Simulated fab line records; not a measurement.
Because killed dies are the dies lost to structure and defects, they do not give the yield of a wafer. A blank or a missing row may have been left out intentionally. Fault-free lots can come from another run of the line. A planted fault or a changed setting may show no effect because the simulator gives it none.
Split-lot trial || flow sky130 || 27 wafers read across 5 lots, on a route 708 steps long

THE SPLIT ITSELF
At SKY_FIELD_ISO_DEVELOP_12 (develop time 60 s), the setting develop time s was moved away from the recipe's 60 s on 12 of the 27 wafers read, by -28.6% to +55.6%. The other wafers ran this setting at the recipe's value.

Between the split and the reading, the file records no step.

THE READING
cd nm at SKY_FIELD_ISO_CD_MEAS_13, given in nm (cd target 150 nm). Typical for fault-free wafers on this fab line: 150.5 nm, with standard deviation 1.6 nm.

{"wafer": "L078.4", "tool, chamber at the split": "litho track-01, 0", "develop time s as run, s": 60, "against the recipe": "recipe", "cd nm, nm": 153.1, "against lot-mates on the recipe": "-"}
{"wafer": "L078.5", "tool, chamber at the split": "litho track-01, 0", "develop time s as run, s": 60, "against the recipe": "recipe", "cd nm, nm": 152.3, "against lot-mates on the recipe": "-"}
{"wafer": "L078.6", "tool, chamber at the split": "litho track-01, 0", "develop time s as run, s": 60, "against the recipe": "recipe", "cd nm, nm": 151.2, "against lot-mates on the recipe": "-"}
{"wafer": "L079.1", "tool, chamber at the split": "litho track-02, 0", "develop time s as run, s": 60, "against the recipe": "recipe", "cd nm, nm": 151.3, "against lot-mates on the recipe": "-"}
{"wafer": "L079.2", "tool, chamber at the split": "litho track-02, 0", "develop time s as run, s": 60, "against the recipe": "recipe", "cd nm, nm": 150.2, "against lot-mates on the recipe": "-"}
{"wafer": "L079.3", "tool, chamber at the split": "litho track-02, 0", "develop time s as run, s": 84.51, "against the recipe": "+40.9%", "cd nm, nm": 145.4, "against lot-mates on the recipe": -4.8}
{"wafer": "L079.4", "tool, chamber at the split": "litho track-02, 0", "develop time s as run, s": 60, "against the recipe": "recipe", "cd nm, nm": 149.0, "against lot-mates on the recipe": "-"}
{"wafer": "L079.5", "tool, chamber at the split": "litho track-02, 0", "develop time s as run, s": 84.51, "against the recipe": "+40.9%", "cd nm, nm": 143.6, "against lot-mates on the recipe": -6.6}
{"wafer": "L079.6", "tool, chamber at the split": "litho track-02, 0", "develop time s as run, s": 84.51, "against the recipe": "+40.9%", "cd nm, nm": 143.3, "against lot-mates on the recipe": -6.9}
{"wafer": "L081.1", "tool, chamber at the split": "litho track-03, 0", "develop time s as run, s": 60, "against the recipe": "recipe", "cd nm, nm": 153.0, "against lot-mates on the recipe": "-"}
{"wafer": "L081.2", "tool, chamber at the split": "litho track-03, 0", "develop time s as run, s": 72.1, "against the recipe": "+20.2%", "cd nm, nm": 147.0, "against lot-mates on the recipe": -5.3}
{"wafer": "L081.3", "tool, chamber at the split": "litho track-03, 0", "develop time s as run, s": 72.1, "against the recipe": "+20.2%", "cd nm, nm": 148.4, "against lot-mates on the recipe": -3.9}
{"wafer": "L081.4", "tool, chamber at the split": "litho track-03, 0", "develop time s as run, s": 60, "against the recipe": "recipe", "cd nm, nm": 152.0, "against lot-mates on the recipe": "-"}
{"wafer": "L081.5", "tool, chamber at the split": "litho track-03, 0", "develop time s as run, s": 72.1, "against the recipe": "+20.2%", "cd nm, nm": 149.6, "against lot-mates on the recipe": -2.7}
{"wafer": "L081.6", "tool, chamber at the split": "litho track-03, 0", "develop time s as run, s": 60, "against the recipe": "recipe", "cd nm, nm": 151.9, "against lot-mates on the recipe": "-"}
{"wafer": "L082.1", "tool, chamber at the split": "litho track-01, 0", "develop time s as run, s": 60, "against the recipe": "recipe", "cd nm, nm": 149.6, "against lot-mates on the recipe": "-"}
{"wafer": "L082.2", "tool, chamber at the split": "litho track-01, 0", "develop time s as run, s": 42.84, "against the recipe": "-28.6%", "cd nm, nm": 158.1, "against lot-mates on the recipe": "+8.2"}
{"wafer": "L082.3", "tool, chamber at the split": "litho track-01, 0", "develop time s as run, s": 42.84, "against the recipe": "-28.6%", "cd nm, nm": 156.8, "against lot-mates on the recipe": "+6.9"}
{"wafer": "L082.4", "tool, chamber at the split": "litho track-01, 0", "develop time s as run, s": 60, "against the recipe": "recipe", "cd nm, nm": 149.5, "against lot-mates on the recipe": "-"}
{"wafer": "L082.5", "tool, chamber at the split": "litho track-01, 0", "develop time s as run, s": 42.84, "against the recipe": "-28.6%", "cd nm, nm": 155.9, "against lot-mates on the recipe": "+6.0"}
{"wafer": "L082.6", "tool, chamber at the split": "litho track-01, 0", "develop time s as run, s": 60, "against the recipe": "recipe", "cd nm, nm": 150.6, "against lot-mates on the recipe": "-"}
{"wafer": "L083.1", "tool, chamber at the split": "litho track-01, 0", "develop time s as run, s": 60, "against the recipe": "recipe", "cd nm, nm": 150.9, "against lot-mates on the recipe": "-"}
{"wafer": "L083.2", "tool, chamber at the split": "litho track-01, 0", "develop time s as run, s": 60, "against the recipe": "recipe", "cd nm, nm": 150.9, "against lot-mates on the recipe": "-"}
{"wafer": "L083.3", "tool, chamber at the split": "litho track-01, 0", "develop time s as run, s": 93.39, "against the recipe": "+55.6%", "cd nm, nm": 141.4, "against lot-mates on the recipe": -9.0}
{"wafer": "L083.4", "tool, chamber at the split": "litho track-01, 0", "develop time s as run, s": 93.39, "against the recipe": "+55.6%", "cd nm, nm": 141.9, "against lot-mates on the recipe": -8.5}
{"wafer": "L083.5", "tool, chamber at the split": "litho track-01, 0", "develop time s as run, s": 60, "against the recipe": "recipe", "cd nm, nm": 149.4, "against lot-mates on the recipe": "-"}
{"wafer": "L083.6", "tool, chamber at the split": "litho track-01, 0", "develop time s as run, s": 93.39, "against the recipe": "+55.6%", "cd nm, nm": 142.3, "against lot-mates on the recipe": -8.1}

FIT RESULTS
A straight line over all 27 wafers: cd nm changes by -0.173 nm for each +1% of develop time s; r = -0.96; the points scatter about the line by 1.2 nm.
The same after taking each lot's own level away (the mean of its wafers on the recipe; 27 wafers): -0.174 nm for each +1%; r = -0.97; scatter 1.1 nm.
The reading moves by 9.7 nm for the largest change in develop time s, on that fit.
The lots' own levels span 149.90 to 152.30 nm, that is 1.5 times the standard deviation above.
Consequently the slope shifts little with the lot-to-lot level, the two slopes agreeing.
Check: for one of the wafers moved furthest among these (+55.6%), held out of the fit, the line's prediction against its lot-mates is -9.3 nm. It came out at -9 nm against them.

FURTHER SPLITS ON THESE WAFERS
Note: prior to the reading, these wafers also went through further splits. Each is held against what the fit with the lots' levels taken away leaves over:
{"other split on the same wafers": "SKY_FIELD_ISO_OXIDATION_01 ox time s", "wafers away from the commonest value": 18, "r with cd nm (lot level and that fit taken away)": "+0.27"}

THE WHOLE CHAIN: every reading that the file lists as answering this split, in the file's order
{"step": "SKY_FIELD_ISO_CD_MEAS_13", "what it does": "target cd 150 nm", "reading": "cd nm", "change (the file's fit)": "-0.168 nm for each +1% of the setting", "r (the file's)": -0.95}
{"step": "SKY_FIELD_ISO_ETCH_14", "what it does": "etches BARC in N2/H2, stops on SiO2, time 45.9 s, target depth 60 nm", "reading": "FIELD_ISO.cd nm (the simulator's own value, which no gauge read)", "change (the file's fit)": "-0.169 nm for each +1% of the setting", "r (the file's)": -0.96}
{"step": "SKY_FIELD_ISO_ETCH_15", "what it does": "etches the open film in CHF3/O2, stops on Si, target depth 180 nm, time 72 s", "reading": "FIELD_ISO.cd nm (the simulator's own value, which no gauge read)", "change (the file's fit)": "-0.177 nm for each +1% of the setting", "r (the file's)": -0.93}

FILE'S OWN FIT
cd nm changes by -0.168 nm for each +1% of develop time s, r = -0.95.
